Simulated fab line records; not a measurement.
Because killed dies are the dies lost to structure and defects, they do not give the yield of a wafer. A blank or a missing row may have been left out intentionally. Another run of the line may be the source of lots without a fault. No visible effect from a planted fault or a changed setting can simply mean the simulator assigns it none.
fab line records    flow sky130    part 1 of 2: steps 1 to 29 of 38
[record] lots = 5  wafers = 15  lastDay = 49
route steps=708 shown LOCAL_INTERCONNECT@401 CONTACT@406 METAL1@434
lots untouched by any fault: they come from a run of this same line in which no faults occurred
startH: the number of hours between the record's first day and the start of the first shown wafer of the lot    waitH: how many hours have passed since the lot's step before this one    " same as the row above    L1.1+2: several wafers, shown together as one row    - no value, or no start given    * or withheld: withheld    < > ~ a bound
route shown NAME@n: NAME is a module with steps in the file, n the number in the route of the first one    usual: mean/standard deviation taken from wafers without a fault    same: alike in all rows    chamber/n: place in a boat    sites: each site's reading    _std_site: the values' standard deviation    _edge_site: mean of outer sites minus mean of inner sites    radiusMm: how far each site lies from the wafer's centre    mask NAME#n: copy n    behind: the last tool/chamber to shape the wafer    hold: why the lot went on hold/how many hours it stayed there/how the hold came to an end    device: the n, p or np transistor that did not switch    end of line: the same wafers' tests at the end of the route    where a step has no rows: the recipe by itself    killed: count of dies lost to structure and defects at first sort (not the wafer's yield)    map: a wafer's dies, x killed, . not, _ none there
set.NAME: setting as actually run; set.NAME@STEP: the setting as run at that earlier step    model.NAME: the simulator's own value behind a step, which no gauge read
a table for each step, a row for each wafer; lots at some steps of the route
services: when a tool's chamber went out of use (startH, in hours from the record's first day, below 0 if earlier), for how many hours, and the reason
[[steps]]
[step SKY_LOCAL_INTERCONNECT_METAL_ETCH_14]
[recipe] targetDepthNm = 110  stopOn = PSG  chemistry = Cl2/BCl3  target = TiN  resistSidewallDeg = 88  pressureMtorr = 10  icpW = 900  biasW = 48.5  Cl2_flow_sccm = 60  bcl3FlowSccm = 30  timeS = 31.4
[usual] drypumpMotorCurrentA = 6.0/0.49  oesProductAu = 0.941/0.0075  rfFwdPowerW = 888/4.6  throttleValvePct = 21.902/0.0098
lot.wafer  tool         chamber  startH  waitH  drypumpMotorCurrentA  oesProductAu  rfFwdPowerW  rfHoursCounterH  throttleValvePct
L076.1     rieMetal-01  1        723.45  0.0    6.4                   0.943         888          5.1              21.909
L076.2     "            0        "       "      6.2                   0.946         882          8.7              21.894
L076.5     "            0        "       "      6.2                   0.941         882          -                21.901
L077.1     rieMetal-01  1        738.09  0.0    6.4                   0.929         893          5.4              21.904
L077.4     "            1        "       "      6.4                   0.929         894          -                21.901
L077.5     "            0        "       "      6.3                   0.929         883          -                21.890
L080.1     rieMetal-01  0        761.79  0.0    6.2                   0.949         883          9.9              21.896
L080.2     "            1        "       "      6.4                   0.947         891          6.3              21.899
L080.6     "            0        "       "      6.2                   0.941         886          -                21.922
L082.2     rieMetal-01  0        788.29  0.0    6.2                   0.939         883          10.9             21.898
L082.3     "            0        "       "      6.2                   0.937         884          -                21.922
L082.6     "            1        "       "      6.4                   0.928         887          -                21.896
L090.2     rieMetal-01  0        837.05  0.0    6.2                   0.950         879          12.4             21.887
L090.5     "            0        "       "      6.2                   0.941         882          -                21.902
L090.6     "            1        "       "      6.4                   0.943         886          -                21.902
[step SKY_LOCAL_INTERCONNECT_STRIP_15]
[recipe] chemistry = O2/N2  powerW = 1400  pressureMtorr = 1500  platenTempC = withheld  o2FlowSccm = 3000  n2FlowSccm = 300  overashFraction = 0.5
[usual] drypumpMotorCurrentA = 5.8/0.42  oesProductAu = 0.427/0.0043  stripTimeToEndpointS = 4.725/0.022
lot.wafer  tool            chamber  startH  waitH  drypumpMotorCurrentA  oesProductAu  rfHoursCounterH  stripTimeToEndpointS
L076.1     plasmaAsher-01  1        723.51  0.0    5.1                   0.427         64               4.749
L076.2     "               0        "       "      6.1                   0.431         64               4.725
L076.5     "               0        "       "      6.2                   0.424         -                4.726
L077.1     plasmaAsher-02  1        738.14  0.0    6.3                   0.427         90               4.741
L077.4     "               1        "       "      6.2                   0.435         -                4.740
L077.5     "               1        "       "      6.2                   0.434         -                4.712
L080.1     plasmaAsher-04  0        761.84  0.0    6.0                   0.426         24               4.727
L080.2     "               1        "       "      6.2                   0.423         24               4.742
L080.6     "               1        "       "      6.2                   0.423         -                4.725
L082.2     plasmaAsher-04  1        788.34  0.0    6.1                   0.429         27               4.744
L082.3     "               0        "       "      6.1                   0.429         -                4.739
L082.6     "               1        "       "      6.1                   0.437         -                4.757
L090.2     plasmaAsher-02  0        837.11  0.0    5.5                   0.428         100              4.781
L090.5     "               0        "       "      5.5                   0.435         -                4.780
L090.6     "               1        "       "      6.3                   0.425         -                4.746
[step SKY_LOCAL_INTERCONNECT_STRIP_16]
[recipe] chemistry = postEtchResidueRemover  timeS = 1200  tempC = 72.5
lot.wafer   tool         chamber  startH  waitH
L076.1+2+5  wetBench-04  1        723.61  0.1
L077.1+4+5  wetBench-04  3        738.24  0.1
L080.1+2+6  wetBench-04  1        761.94  0.1
L082.2+3+6  wetBench-01  1        788.44  0.1
L090.2+5+6  wetBench-02  0        837.21  0.1
[step SKY_LOCAL_INTERCONNECT_CLEAN_17]
[recipe] chemistry = IPA  timeS = 180  tempC = 25
lot.wafer   tool         chamber  startH  waitH
L076.1+2+5  wetBench-01  2        724.01  0.0
L077.1+4+5  wetBench-02  1        738.65  0.0
L080.1+2+6  wetBench-02  3        762.31  0.0
L082.2+3+6  wetBench-04  2        788.78  0.0
L090.2+5+6  wetBench-04  1        837.55  0.0
[step SKY_LOCAL_INTERCONNECT_CLEAN_18]
[recipe] chemistry = O3/DIW  dry = n2Spin
lot.wafer   tool         chamber  startH  waitH
L076.1+2+5  wetBench-02  0        724.07  0.0
L077.1+4+5  wetBench-04  0        738.70  0.0
L080.1+2+6  wetBench-04  3        762.37  0.0
L082.2+3+6  wetBench-02  0        788.84  0.0
L090.2+5+6  wetBench-01  1        837.61  0.0
[step SKY_CONTACT_CVD_00]
[recipe] material = Si3N4  targetThkNm = 75  tempC = 400  timeS = withheld  rfW = 450
[usual] heaterPowerW = 708/110  rfFwdPowerW = 444.1/1.9
lot.wafer  tool      chamber  startH  waitH  heaterPowerW  rfFwdPowerW
L076.1     pecvd-04  0        724.16  0.0    782           446.4
L076.2     "         1        "       "      737           443.8
L076.5     "         2        "       "      705           444.3
L077.1     pecvd-03  0        738.81  0.0    542           441.4
L077.4     "         0        "       "      438           440.1
L077.5     "         1        "       "      678           444.9
L080.1     pecvd-04  1        762.47  0.0    722           444.5
L080.2     "         2        "       "      793           447.3
L080.6     "         0        "       "      814           445.7
L082.2     pecvd-03  0        788.93  0.0    553           442.5
L082.3     "         2        "       "      782           443.5
L082.6     "         1        "       "      670           445.6
L090.2     pecvd-02  1        837.70  0.0    706           444.2
L090.5     "         1        "       "      722           445.4
L090.6     "         0        "       "      959           442.4
[step SKY_CONTACT_THK_MEAS_01]
[recipe] reads = Si3N4_of_CONTACT_CVD_00
[usual] CONTACT_CVD_00_THK = 74.7/1
lot.wafer  tool          chamber  startH  waitH  CONTACT_CVD_00_THK[nm]
L076.1     filmMetro-02  -        724.20  -      73.3
L076.2     "             -        "       "      74.1
L076.5     "             -        "       "      76.2
L077.1     filmMetro-04  -        738.85  -      76.4
L077.4     "             -        "       "      75.4
L077.5     "             -        "       "      75.5
L080.1     filmMetro-03  -        762.51  -      74.7
L080.2     "             -        "       "      75.3
L080.6     "             -        "       "      75.3
L082.2     filmMetro-04  -        788.97  -      73.2
L082.3     "             -        "       "      73.9
L082.6     "             -        "       "      73.9
L090.2     filmMetro-02  -        837.75  -      73.9
L090.5     "             -        "       "      75.7
L090.6     "             -        "       "      74.6
[step SKY_CONTACT_HDPCVD_02]
[recipe] material = SiO2  targetThkNm = 565  sigmaOpenFrac = 0.3  timeS = 94.2  tempC = 600  sih4FlowSccm = 60  pressureMtorr = 6
lot.wafer   tool       chamber  startH  waitH
L076.1+2+5  hdpcvd-01  1,0,1    724.26  0.1
L077.1+4+5  hdpcvd-01  0,2,1    738.91  0.1
L080.1+2+6  hdpcvd-01  1,2,1    762.57  0.1
L082.2+3+6  hdpcvd-02  1,0,2    789.02  0.0
L090.2+5+6  hdpcvd-01  2,2,1    837.80  0.0
[step SKY_CONTACT_THK_MEAS_03]
[recipe] reads = SiO2_of_CONTACT_HDPCVD_02
[usual] CONTACT_HDPCVD_THK = 561/5.9
lot.wafer  tool          chamber  startH  waitH  CONTACT_HDPCVD_THK[nm]
L076.1     filmMetro-02  -        724.32  0.0    570
L076.2     "             -        "       "      550
L076.5     "             -        "       "      573
L077.1     filmMetro-02  -        738.97  0.0    559
L077.4     "             -        "       "      560
L077.5     "             -        "       "      563
L080.1     filmMetro-02  -        762.64  0.0    559
L080.2     "             -        "       "      563
L080.6     "             -        "       "      567
L082.2     filmMetro-04  -        789.10  0.0    561
L082.3     "             -        "       "      568
L082.6     "             -        "       "      554
L090.2     filmMetro-03  -        837.87  0.0    559
L090.5     "             -        "       "      565
L090.6     "             -        "       "      560
[step SKY_CONTACT_CMP_04]
[recipe] material = SiO2  downForcePsi = 4  platenRpm = 60  padVelocityMS = 0.94248
[usual] motorCurrentA = 12.0/1.2  timeToEndpointS = 83/4.5
lot.wafer  tool    chamber  startH  waitH  motorCurrentA  timeToEndpointS
L076.2     cmp-01  2        724.43  0.1    12.7           76
L076.1     "       3        "       "      11.5           86
L076.5     "       2        "       "      12.1           85
L077.1     cmp-02  0        739.03  0.1    13.2           74
L077.4     "       2        "       "      10.8           83
L077.5     "       1        "       "      10.1           87
L080.1     cmp-01  0        762.84  0.2    11.8           88
L080.2     "       1        "       "      12.7           89
L080.6     "       0        "       "      11.9           87
L082.2     cmp-02  3        789.35  0.2    13.6           86
L082.3     "       0        "       "      13.6           81
L082.6     "       2        "       "      11.1           78
L090.2     cmp-01  1        838.07  0.2    12.5           82
L090.5     "       2        "       "      12.3           79
L090.6     "       3        "       "      11.3           82
[step SKY_CONTACT_BOW_MEAS_05]
[recipe] mode = bow
[usual] CONTACT_BOW = 82/6.8
lot.wafer  tool          chamber  startH  waitH  CONTACT_BOW[um]
L076.1     filmMetro-04  -        724.68  0.1    73
L076.2     "             -        "       "      71
L076.5     "             -        "       "      70
L077.1     filmMetro-04  -        739.33  0.2    69
L077.4     "             -        "       "      77
L077.5     "             -        "       "      77
L080.1     filmMetro-02  -        763.14  0.2    82
L080.2     "             -        "       "      75
L080.6     "             -        "       "      84
L082.2     filmMetro-03  -        789.57  0.2    76
L082.3     "             -        "       "      86
L082.6     "             -        "       "      78
L090.2     filmMetro-02  -        838.24  0.1    76
L090.5     "             -        "       "      76
L090.6     "             -        "       "      81
[step SKY_CONTACT_DEHYDRATE_06]
[recipe] tempC = 200  timeS = 60
lot.wafer   tool           chamber  startH  waitH
L076.1+2+5  lithoTrack-01  0        737.26  12.6
L077.1+4+5  lithoTrack-01  0        752.66  13.3
L080.1+2+6  lithoTrack-04  0        776.86  13.7
L082.2+3+6  lithoTrack-01  0        801.93  12.3
L090.2+5+6  lithoTrack-03  0        849.89  11.6
[step SKY_CONTACT_HMDS_07]
[recipe] primeTimeS = 60  primeTempC = 120
lot.wafer   tool           chamber  startH  waitH
L076.1+2+5  lithoTrack-01  0        737.41  0.1
L077.1+4+5  lithoTrack-01  0        752.81  0.1
L080.1+2+6  lithoTrack-04  0        777.01  0.1
L082.2+3+6  lithoTrack-01  0        802.08  0.1
L090.2+5+6  lithoTrack-03  0        850.04  0.1
[step SKY_CONTACT_COAT_08]
[recipe] resist = BARC  tempC = withheld  timeS = withheld  spinRpm = 3000  resistThkNm = 60
lot.wafer   tool           chamber  startH  waitH
L076.1+2+5  lithoTrack-01  0        737.56  0.1
L077.1+4+5  lithoTrack-01  0        752.96  0.1
L080.1+2+6  lithoTrack-04  0        777.16  0.1
L082.2+3+6  lithoTrack-01  0        802.23  0.1
L090.2+5+6  lithoTrack-03  0        850.19  0.1
[step SKY_CONTACT_COAT_09]
[recipe] resist = KrF-thick  spinRpm = 3000  resistThkNm = 450
lot.wafer   tool           chamber  startH  waitH
L076.1+2+5  lithoTrack-01  0        -       -
L077.1+4+5  lithoTrack-01  0        -       -
L080.1+2+6  lithoTrack-04  0        -       -
L082.2+3+6  lithoTrack-01  0        -       -
L090.2+5+6  lithoTrack-03  0        -       -
[step SKY_CONTACT_SOFTBAKE_10]
[recipe] tempC = 100  timeS = 90  resist = KrF-thick
lot.wafer   tool           chamber  startH  waitH
L076.1+2+5  lithoTrack-01  0        -       -
L077.1+4+5  lithoTrack-01  0        -       -
L080.1+2+6  lithoTrack-04  0        -       -
L082.2+3+6  lithoTrack-01  0        -       -
L090.2+5+6  lithoTrack-03  0        -       -
[step SKY_CONTACT_EXPOSE_11]
[recipe] maskId = CTM1  na = 0.8  sourceShape = annular  sigmaInner = 0.55  sigmaOuter = 0.85  targetCdNm = 170  doseMj = 38
[same] sigmaOuter = 0.85
lot.wafer   tool           chamber  startH  waitH  mask
L076.1+2+5  krfScanner-01  0        -       -      CTM1#0
L077.1+4+5  krfScanner-01  0        -       -      CTM1#0
L080.1+2+6  krfScanner-01  0        -       -      CTM1#0
L082.2+3+6  krfScanner-02  0        -       -      CTM1#0
L090.2+5+6  krfScanner-02  0        -       -      CTM1#0
[step SKY_CONTACT_PEB_12]
[recipe] pebTempC = withheld  pebTimeS = withheld  resist = KrF-thick
lot.wafer   tool           chamber  startH  waitH
L076.1+2+5  lithoTrack-01  0        -       -
L077.1+4+5  lithoTrack-03  0        -       -
L080.1+2+6  lithoTrack-04  0        -       -
L082.2+3+6  lithoTrack-04  0        -       -
L090.2+5+6  lithoTrack-04  0        -       -
[step SKY_CONTACT_DEVELOP_13]
[recipe] developTimeS = 60  resist = KrF-thick  devTempC = 21
lot.wafer   tool           chamber  startH  waitH
L076.1+2+5  lithoTrack-01  0        -       -
L077.1+4+5  lithoTrack-03  0        -       -
L080.1+2+6  lithoTrack-04  0        -       -
L082.2+3+6  lithoTrack-04  0        -       -
L090.2+5+6  lithoTrack-04  0        -       -
[step SKY_CONTACT_CD_MEAS_14]
[recipe] targetCdNm = 170
[usual] cdNm = 170.0/1.7
lot.wafer  tool      chamber  startH  waitH  cdNm
L076.1     cdSem-02  -        751.86  -      169.7
L076.2     "         -        "       "      168.0
L076.5     "         -        "       "      167.2
L077.1     cdSem-02  -        766.07  -      168.8
L077.4     "         -        "       "      169.2
L077.5     "         -        "       "      168.5
L080.1     cdSem-02  -        790.76  -      169.1
L080.2     "         -        "       "      168.5
L080.6     "         -        "       "      169.1
L082.2     cdSem-02  -        815.88  -      167.0
L082.3     "         -        "       "      167.9
L082.6     "         -        "       "      167.3
L090.2     cdSem-01  -        863.43  -      169.0
L090.5     "         -        "       "      171.0
L090.6     "         -        "       "      170.8
[step SKY_CONTACT_OVL_MEAS_15]
[usual] CONTACT_OVL = -2/5.1
lot.wafer  tool        chamber  startH  waitH  CONTACT_OVL[nm]
L076.1     overlay-01  -        751.98  0.1    -6
L076.2     "           -        "       "      3
L076.5     "           -        "       "      -6
L077.1     overlay-01  -        766.19  0.1    4
L077.4     "           -        "       "      3
L077.5     "           -        "       "      7
L080.1     overlay-01  -        790.88  0.1    8
L080.2     "           -        "       "      0
L080.6     "           -        "       "      5
L082.2     overlay-02  -        815.98  0.1    -5
L082.3     "           -        "       "      -9
L082.6     "           -        "       "      -9
L090.2     overlay-01  -        863.53  0.1    -4
L090.5     "           -        "       "      -13
L090.6     "           -        "       "      -11
[step SKY_CONTACT_ETCH_16]
[recipe] chemistry = N2/H2  target = BARC  ionEnergyEv = 200  sourceW = 500  biasW = 100  pressureMtorr = 30  n2FlowSccm = 100  h2FlowSccm = 200  stopOn = SiO2  timeS = 45.9  targetDepthA = 600
[usual] drypumpMotorCurrentA = 5.8/0.36  oesProductAu = 0.854/0.0045  rfFwdPowerW = 494.3/2.2  throttleValvePct = 13.225/0.01
lot.wafer  tool        chamber  startH  waitH  drypumpMotorCurrentA  oesProductAu  rfFwdPowerW  rfHoursCounterH  throttleValvePct
L076.1     rieDiel-03  1        752.01  0.0    5.4                   0.860         493.0        9                13.215
L076.2     "           0        "       "      5.9                   0.855         496.6        10               13.230
L076.5     "           3        "       "      6.4                   0.855         492.7        -                13.220
L077.1     rieDiel-01  1        766.22  0.0    5.4                   0.846         491.3        5                13.223
L077.4     "           0        "       "      6.1                   0.852         491.5        22               13.231
L077.5     "           3        "       "      6.0                   0.854         496.7        -                13.224
L080.1     rieDiel-03  2        790.91  0.0    5.6                   0.854         494.6        12               13.238
L080.2     "           3        "       "      6.4                   0.858         494.2        12               13.224
L080.6     "           0        "       "      5.9                   0.849         497.8        -                13.223
L082.2     rieDiel-01  2        816.01  0.0    5.7                   0.855         496.8        19               13.236
L082.3     "           0        "       "      6.1                   0.856         490.8        24               13.228
L082.6     "           2        "       "      5.7                   0.858         496.1        -                13.224
L090.2     rieDiel-01  1        863.56  0.0    5.4                   0.855         493.1        8                13.236
L090.5     "           2        "       "      5.7                   0.852         496.2        -                13.207
L090.6     "           1        "       "      5.4                   0.853         492.1        -                13.236
[step SKY_CONTACT_ETCH_17]
[recipe] target = SiO2  chemistry = C4F8/O2/Ar  stopOn = Si3N4  maskMaterial = KrF-thick  sourceW = 1500  biasW = 1200  pressureMtorr = 40  c4f8FlowSccm = withheld  O2_flow_sccm = 6  Ar_flow_sccm = 300  timeS = withheld  targetDepthA = 3400
[usual] oesProductAu = 0.892/0.0046  rfFwdPowerW = 1485/6.7
lot.wafer  tool        chamber  startH  waitH  oesProductAu  rfFwdPowerW
L076.1     rieDiel-03  1        752.06  0.0    0.890         1485
L076.2     "           0        "       "      0.887         1497
L076.5     "           3        "       "      0.897         1477
L077.1     rieDiel-01  1        766.27  0.0    0.893         1478
L077.4     "           0        "       "      0.893         1481
L077.5     "           3        "       "      0.892         1492
L080.1     rieDiel-03  2        790.95  0.0    0.896         1485
L080.2     "           3        "       "      0.886         1481
L080.6     "           0        "       "      0.890         1493
L082.2     rieDiel-01  2        816.05  0.0    0.904         1492
L082.3     "           0        "       "      0.886         1483
L082.6     "           2        "       "      0.891         1491
L090.2     rieDiel-01  1        863.60  0.0    0.891         1484
L090.5     "           2        "       "      0.889         1491
L090.6     "           1        "       "      0.893         1485
[step SKY_CONTACT_ETCH_18]
[recipe] target = Si3N4  chemistry = CHF3/O2  stopOn = TiN  sourceW = 600  biasW = 200  pressureMtorr = 40  chf3FlowSccm = 50  O2_flow_sccm = 5  timeS = 39  targetDepthA = 750
[usual] O2_flow_sccm = 5.001/0.017  drypumpMotorCurrentA = 5.8/0.36  oesProductAu = 0.853/0.0081  rfFwdPowerW = 593/3.2  throttleValvePct = 8.791/0.0086
lot.wafer  tool        chamber  startH  waitH  O2_flow_sccm  drypumpMotorCurrentA  oesProductAu  rfFwdPowerW  rfHoursCounterH  throttleValvePct
L076.1     rieDiel-03  1        -       -      5.005         5.4                   0.846         592          9                8.778
L076.2     "           0        "       "      5.007         5.9                   0.854         595          10               8.785
L076.5     "           3        "       "      5.010         6.3                   0.866         590          -                8.791
L077.1     rieDiel-01  1        -       -      5.005         5.4                   0.874         591          5                8.786
L077.4     "           0        "       "      4.999         6.1                   0.855         586          23               8.781
L077.5     "           3        "       "      5.006         6.0                   0.856         592          -                8.809
L080.1     rieDiel-03  2        -       -      4.994         5.6                   0.854         591          12               8.789
L080.2     "           3        "       "      4.975         6.3                   0.861         593          12               8.791
L080.6     "           0        "       "      4.979         5.9                   0.850         601          -                8.795
L082.2     rieDiel-01  2        -       -      5.015         5.7                   0.838         592          19               8.791
L082.3     "           0        "       "      4.996         6.1                   0.851         587          24               8.801
L082.6     "           2        "       "      5.017         5.7                   0.852         594          -                8.777
L090.2     rieDiel-01  1        -       -      4.986         5.4                   0.851         592          8                8.789
L090.5     "           2        "       "      4.992         5.6                   0.860         591          -                8.787
L090.6     "           1        "       "      4.996         5.4                   0.855         596          -                8.793
[step SKY_CONTACT_STRIP_19]
[recipe] chemistry = O2/N2  powerW = 1400  pressureMtorr = 1500  platenTempC = withheld  o2FlowSccm = 3000  n2FlowSccm = 300  overashFraction = 0.5
[usual] drypumpMotorCurrentA = 5.9/0.33  oesProductAu = 0.381/0.0048  stripTimeToEndpointS = 3.617/0.029
lot.wafer  tool            chamber  startH  waitH  drypumpMotorCurrentA  oesProductAu  rfHoursCounterH  stripTimeToEndpointS
L076.1     plasmaAsher-02  0        752.15  -      5.6                   0.377         91               3.620
L076.2     "               1        "       "      6.2                   0.379         91               3.592
L076.5     "               1        "       "      6.2                   0.375         -                3.593
L077.1     plasmaAsher-02  0        766.36  -      5.6                   0.379         92               3.636
L077.4     "               1        "       "      6.2                   0.378         -                3.639
L077.5     "               1        "       "      6.2                   0.384         -                3.652
L080.1     plasmaAsher-02  0        791.04  -      5.5                   0.379         95               3.593
L080.2     "               1        "       "      6.2                   0.383         95               3.601
L080.6     "               1        "       "      6.2                   0.370         -                3.607
L082.2     plasmaAsher-04  0        816.14  -      6.0                   0.377         30               3.584
L082.3     "               1        "       "      6.2                   0.382         -                3.622
L082.6     "               0        "       "      6.0                   0.380         -                3.581
L090.2     plasmaAsher-03  1        863.69  -      6.1                   0.394         11               3.624
L090.5     "               1        "       "      6.1                   0.378         -                3.573
L090.6     "               0        "       "      5.4                   0.379         -                3.629
[step SKY_CONTACT_STRIP_20]
[recipe] chemistry = postEtchResidueRemover  timeS = 1200  tempC = 72.5
lot.wafer   tool         chamber  startH  waitH
L076.1+2+5  wetBench-03  2        752.25  0.1
L077.1+4+5  wetBench-04  0        766.46  0.1
L080.1+2+6  wetBench-02  1        791.14  0.1
L082.2+3+6  wetBench-04  3        816.24  0.1
L090.2+5+6  wetBench-03  0        863.79  0.1
[step SKY_CONTACT_CLEAN_21]
[recipe] chemistry = IPA  timeS = 180  tempC = 25
lot.wafer   tool         chamber  startH  waitH
L076.1+2+5  wetBench-02  3        752.59  0.0
L077.1+4+5  wetBench-02  0        766.83  0.0
L080.1+2+6  wetBench-03  0        791.49  0.0
L082.2+3+6  wetBench-03  2        816.64  0.1
L090.2+5+6  wetBench-04  3        864.14  0.0
[step SKY_CONTACT_CLEAN_22]
[recipe] chemistry = O3/DIW  dry = n2Spin
lot.wafer   tool         chamber  startH  waitH
L076.1+2+5  wetBench-04  0        752.65  0.0
L077.1+4+5  wetBench-03  3        766.89  0.0
L080.1+2+6  wetBench-04  2        791.54  0.0
L082.2+3+6  wetBench-03  2        816.70  0.0
L090.2+5+6  wetBench-03  0        864.19  0.0
[step SKY_CONTACT_SPUTTER_23]
[recipe] material = TiN  targetThkNm = 20  chamberPressurePa = 5  powerW = 4000  timeS = 80
[usual] throttleValvePct = 29.8/0.81
lot.wafer  tool           chamber  startH  waitH  throttleValvePct
L076.1     pvdSputter-04  -        752.76  0.0    30.3
L076.2     "              -        "       "      28.9
L076.5     "              -        "       "      30.3
L077.1     pvdSputter-02  -        767.00  0.0    30.3
L077.4     "              -        "       "      30.5
L077.5     "              -        "       "      30.4
L080.1     pvdSputter-02  -        791.64  0.0    30.2
L080.2     "              -        "       "      30.4
L080.6     "              -        "       "      28.6
L082.2     pvdSputter-04  -        816.79  0.0    30.4
L082.3     "              -        "       "      30.6
L082.6     "              -        "       "      28.7
L090.2     pvdSputter-02  -        864.29  0.0    28.5
L090.5     "              -        "       "      30.4
L090.6     "              -        "       "      30.6
